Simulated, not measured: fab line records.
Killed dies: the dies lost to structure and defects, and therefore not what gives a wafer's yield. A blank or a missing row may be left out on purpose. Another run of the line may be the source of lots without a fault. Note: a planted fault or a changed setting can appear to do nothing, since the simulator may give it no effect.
Struck lot and sound lot, side by side + flow sky130 + 17 steps out of a route of 708
Sound: these wafers, L903.3, L903.5, L903.6. Struck: wafers L906.2, L906.5, L906.6. The cause comes at the end.
For every step that has rows: the tool of each side, followed by ch and its chambers, followed by its first start. Under that, the readings that differ: sound wafers + struck wafers + difference of the means + sigmas: that difference in standard deviations of wafers without a fault.
alike: same words and numbers on both sides, and readings whose means sit less than 2 such deviations apart. not compared: any withheld reading, any reading some wafer has no value for, any bound like >300 that may hide the same value, and any number with overlapping values for which the record gives no deviation.
A row with sigmas, a row that says differs or no value, or rows on one side alone: a step with any of these is where the two part. Numbers that don't overlap but have no deviation are shown without sigmas and don't part them. A reading missing from all wafers of one side parts the sides only when that side holds two or more wafers.

SKY_LDD_HVN_OVL_MEAS_07:
  sound on overlay-01, day 23 12:15; struck on overlay-01, day 24 14:59
  alike: LDD_HVN_OVL
following that, these wafers have no rows for 1 step: SKY_LDD_HVN_IMPLANT_08.
SKY_LDD_HVN_STRIP_09: strips in O2/N2.
  sound on plasma_asher-03 ch 0,1, day 23 12:28; struck on plasma_asher-04 ch 0,1, day 24 15:10
  alike: drypump_motor_current_A, oes_product_au, strip_time_to_endpoint_s
  not compared: rf_hours_counter_h
SKY_LDD_HVN_TW_MEAS_10:
  sound on film_metro-04, day 23 12:32; struck on film_metro-04, day 24 15:16
  alike: LDD_HVN_TW
then, 7 steps without rows for these wafers: SKY_LDD_HVP_DEHYDRATE_00 (time 60 s); SKY_LDD_HVP_HMDS_01 (prime time 60 s); SKY_LDD_HVP_COAT_02 (resist thk 300 nm); SKY_LDD_HVP_SOFTBAKE_03 (time 60 s); SKY_LDD_HVP_EXPOSE_04 (exposes mask HVPTM, target cd 700 nm); SKY_LDD_HVP_PEB_05; SKY_LDD_HVP_DEVELOP_06 (develop time 60 s).
SKY_LDD_HVP_OVL_MEAS_07:
  sound on overlay-01, day 24 17:37; struck on overlay-01, day 25 19:55
  alike: LDD_HVP_OVL
SKY_LDD_HVP_IMPLANT_08:
  sound on implanter-02 ch 0, day 24 17:41; struck on implanter-02 ch 0, day 25 19:58
| reading            | sound                | struck            | difference | sigmas      |
|--------------------|----------------------|-------------------|------------|-------------|
| tilt_deg (degrees) | 17.880 17.848 17.875 | 0.038 0.014 0.003 | -17.849    | -99 or more |
SKY_LDD_HVP_STRIP_09: strips in O2/N2.
  sound on plasma_asher-02 ch 0,1, day 24 17:49; struck on plasma_asher-01 ch 0,1, day 25 20:05
  alike: drypump_motor_current_A, oes_product_au, strip_time_to_endpoint_s
  not compared: rf_hours_counter_h
SKY_LDD_HVP_TW_MEAS_10:
  sound on film_metro-02, day 24 17:55; struck on film_metro-04, day 25 20:12
| reading    | sound       | struck      | difference | sigmas |
|------------|-------------|-------------|------------|--------|
| LDD_HVP_TW | 449 446 445 | 413 412 412 | -34        | -6     |
then, 1 step without rows for these wafers: SKY_LDD_LDN_DEHYDRATE_00 (time 60 s).
-- a jump in the record: the struck wafers' starts before and after are 23 days apart (it breaks off in module LDD_LDN and resumes in module PAD_OPEN, where the first step shown is number 708 of the route) --
SKY_PAD_OPEN_PROBE_99:
  sound on prober-02, day 47 21:43; struck on prober-02, day 48 13:53
| reading                                | sound           | struck            | difference | sigmas |
|----------------------------------------|-----------------|-------------------|------------|--------|
| model.etest.tip_p_5v.rs_ohm_sq         | 2897 2887 2882  | 2686 2692 2692    | -199       |        |
| model.etest.pfet_g5v0d10v5.drive_ua_um | 339.4 340.7 344 | 349.9 345.2 344.1 | +5.0       |        |
  alike: killed_at_M0_to_M3, killed_at_M4_up, killed_at_contacts, killed_at_front_end, killed_at_other, killed_dies, killed_on_rim, killed_open, killed_short

## WHERE THEY PART
Earliest at SKY_LDD_HVP_IMPLANT_08; latest, in this record, at SKY_LDD_HVP_TW_MEAS_10. Later steps at which nothing parts them and some readings are alike: SKY_PAD_OPEN_PROBE_99.

WHY: whatever the simulator had introduced
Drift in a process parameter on implanter-02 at SKY_LDD_HVP_IMPLANT_08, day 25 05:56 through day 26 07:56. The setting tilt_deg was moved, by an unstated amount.
